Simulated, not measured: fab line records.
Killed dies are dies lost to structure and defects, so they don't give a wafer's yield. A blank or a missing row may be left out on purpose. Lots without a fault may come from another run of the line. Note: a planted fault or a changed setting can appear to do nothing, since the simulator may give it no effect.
A struck lot beside a sound one | flow sky130 | 43 out of 708 route steps
Sound: these wafers, L263.4, L263.5, L263.6. Wafers struck: L261.1, L261.2, L261.5. At the end, the cause is stated.
Order at every step that has rows: each side's tool, ch and its chambers, its first start. Under that, the readings that differ: sound wafers | struck wafers | difference of the means | sigmas: that difference in standard deviations of wafers without a fault.
alike: readings whose means differ by less than 2 such deviations, and words and numbers that are the same on both sides. not compared: withheld readings, readings that some wafer has no value for, bounds like >300 that may hide the same value, and numbers for which the record gives no deviation and whose values overlap.
Wherever a step has rows on one side only, a row that says differs or no value, or a row with sigmas, the two part there. Non-overlapping numbers with no deviation appear without sigmas and do not part them. Lack of a reading on every wafer of one side parts them only where that side has two or more wafers.

SKY_POLY_CUT_ETCH_10: etches BARC in N2/H2, stops on SiO2, time 45.9 s, target depth 60 nm.
  sound on rieDiel-01 ch 1,2,3, day 29 19:13; struck on rieDiel-02 ch 0,3, day 29 03:48
  alike: drypumpMotorCurrentA, oesProductAu, throttleValvePct
  not compared: rfHoursCounterH
then, 1 step without rows for these wafers: SKY_POLY_CUT_ETCH_11 (etches Si3N4 in CF4/CH2F2/Ar, stops on poly-Si, time 42.5 s, target depth 60 nm).
SKY_POLY_CUT_STRIP_12: strips in O2/N2.
  sound on plasmaAsher-04 ch 0,1, day 29 19:19; struck on plasmaAsher-03 ch 0,1, day 29 03:53
reading                  | sound       | struck      | difference | sigmas
drypumpMotorCurrentA (A) | 6.8 6.3 6.8 | 5.5 5.6 5.5 | -1.1       | -2
  alike: oesProductAu, stripTimeToEndpointS
  not compared: rfHoursCounterH
then, 7 steps without rows for these wafers: SKY_SD_P_DEHYDRATE_00 (time 60 s); SKY_SD_P_HMDS_01 (prime time 60 s); SKY_SD_P_COAT_02 (resist thk 1140 nm); SKY_SD_P_SOFTBAKE_03 (time 60 s); SKY_SD_P_EXPOSE_04 (exposes mask PSDM, target cd 380 nm); SKY_SD_P_PEB_05; SKY_SD_P_DEVELOP_06 (develop time 60 s).
SKY_SD_P_CD_MEAS_07: the cd target is 380 nm.
  struck on cdSem-02, day 30 07:36; sound on cdSem-01, day 31 00:00
  alike: cdNm
SKY_SD_P_OVL_MEAS_08:
  struck on overlay-02, day 30 07:43; sound on overlay-02, day 31 00:05
  alike: SD_P_OVL
SKY_SD_P_IMPLANT_09:
  sound on implanter-04 ch 0, day 31 00:10; struck on implanter-03 ch 0, day 30 07:46
reading           | sound             | struck            | difference | sigmas
tiltDeg (degrees) | 0.007 0.005 0.012 | 4.623 4.578 4.560 | +4.579     | +99 or more
then, 1 step without rows for these wafers: SKY_SD_P_STRIP_10 (strips in O2/N2).
SKY_SD_P_TW_MEAS_11:
  struck on filmMetro-02, day 30 08:01; sound on filmMetro-01, day 31 00:23
reading | sound          | struck         | difference | sigmas
SD_P_TW | 2808 2805 2803 | 3061 3041 3053 | +246       | +7
then, 8 steps without rows for these wafers: SKY_RES_XHIGH_DEHYDRATE_00 (time 60 s); SKY_RES_XHIGH_HMDS_01 (prime time 60 s); SKY_RES_XHIGH_COAT_02 (resist thk 1140 nm); SKY_RES_XHIGH_SOFTBAKE_03 (time 60 s); SKY_RES_XHIGH_EXPOSE_04 (exposes mask URPM, target cd 1270 nm); SKY_RES_XHIGH_PEB_05; SKY_RES_XHIGH_DEVELOP_06 (develop time 60 s); SKY_RES_XHIGH_IMPLANT_07.
SKY_RES_XHIGH_STRIP_08: strips in O2/N2.
  sound on plasmaAsher-04 ch 0,1, day 32 03:38; struck on plasmaAsher-01 ch 0,1, day 31 11:27
  alike: drypumpMotorCurrentA, oesProductAu, stripTimeToEndpointS
  not compared: rfHoursCounterH
SKY_RES_XHIGH_TW_MEAS_09:
  struck on filmMetro-04, day 31 11:33; sound on filmMetro-04, day 32 03:44
  alike: RES_XHIGH_TW
then, 7 steps without rows for these wafers: SKY_SD_N_DEHYDRATE_00 (time 60 s); SKY_SD_N_HMDS_01 (prime time 60 s); SKY_SD_N_COAT_02 (resist thk 1140 nm); SKY_SD_N_SOFTBAKE_03 (time 60 s); SKY_SD_N_EXPOSE_04 (exposes mask NSDM, target cd 380 nm); SKY_SD_N_PEB_05; SKY_SD_N_DEVELOP_06 (develop time 60 s).
SKY_SD_N_CD_MEAS_07: the cd target is 380 nm.
  struck on cdSem-01, day 32 15:05; sound on cdSem-02, day 33 05:42
  alike: cdNm
SKY_SD_N_OVL_MEAS_08:
  struck on overlay-02, day 32 15:13; sound on overlay-02, day 33 05:47
  alike: SD_N_OVL
then, 2 steps without rows for these wafers: SKY_SD_N_IMPLANT_09; SKY_SD_N_IMPLANT_10.
SKY_SD_N_STRIP_11: strips in O2/N2.
  sound on plasmaAsher-01 ch 0,1, day 33 06:08; struck on plasmaAsher-03 ch 0,1, day 32 15:33
  alike: drypumpMotorCurrentA, oesProductAu, stripTimeToEndpointS
  not compared: rfHoursCounterH
SKY_SD_N_TW_MEAS_12:
  struck on filmMetro-02, day 32 15:39; sound on filmMetro-01, day 33 06:14
  alike: SD_N_TW
then, 1 step without rows for these wafers: SKY_SD_N_CLEAN_13 (cleans in SC1/SC2, time 150 s).
SKY_SD_N_RTA_14: time 2 s.
  sound on rtpAnneal-01 ch 0, day 33 06:20; struck on rtpAnneal-01 ch 0, day 32 15:46
  alike: lampPowerPct, wafer_temp_C_max
SKY_SD_N_RS_MEAS_16: measures by four-point-probe.
  struck on filmMetro-01, day 32 15:56; sound on filmMetro-04, day 33 06:32
  alike: SD_N_RS
SKY_SD_N_RS_MEAS_17: measures by four-point-probe.
  struck on filmMetro-01, day 32 16:04; sound on filmMetro-04, day 33 06:40
reading          | sound             | struck            | difference | sigmas
SD_P_RS (ohm/sq) | 146.3 146.7 146.3 | 140.8 140.7 140.4 | -5.8       | -13
then, 1 step without rows for these wafers: SKY_PAD_OPEN_PROBE_99.

== WHERE THEY PART ==
First at SKY_POLY_CUT_STRIP_12; last, within this record, at SKY_SD_N_RS_MEAS_17.

WHY: whatever the simulator had introduced
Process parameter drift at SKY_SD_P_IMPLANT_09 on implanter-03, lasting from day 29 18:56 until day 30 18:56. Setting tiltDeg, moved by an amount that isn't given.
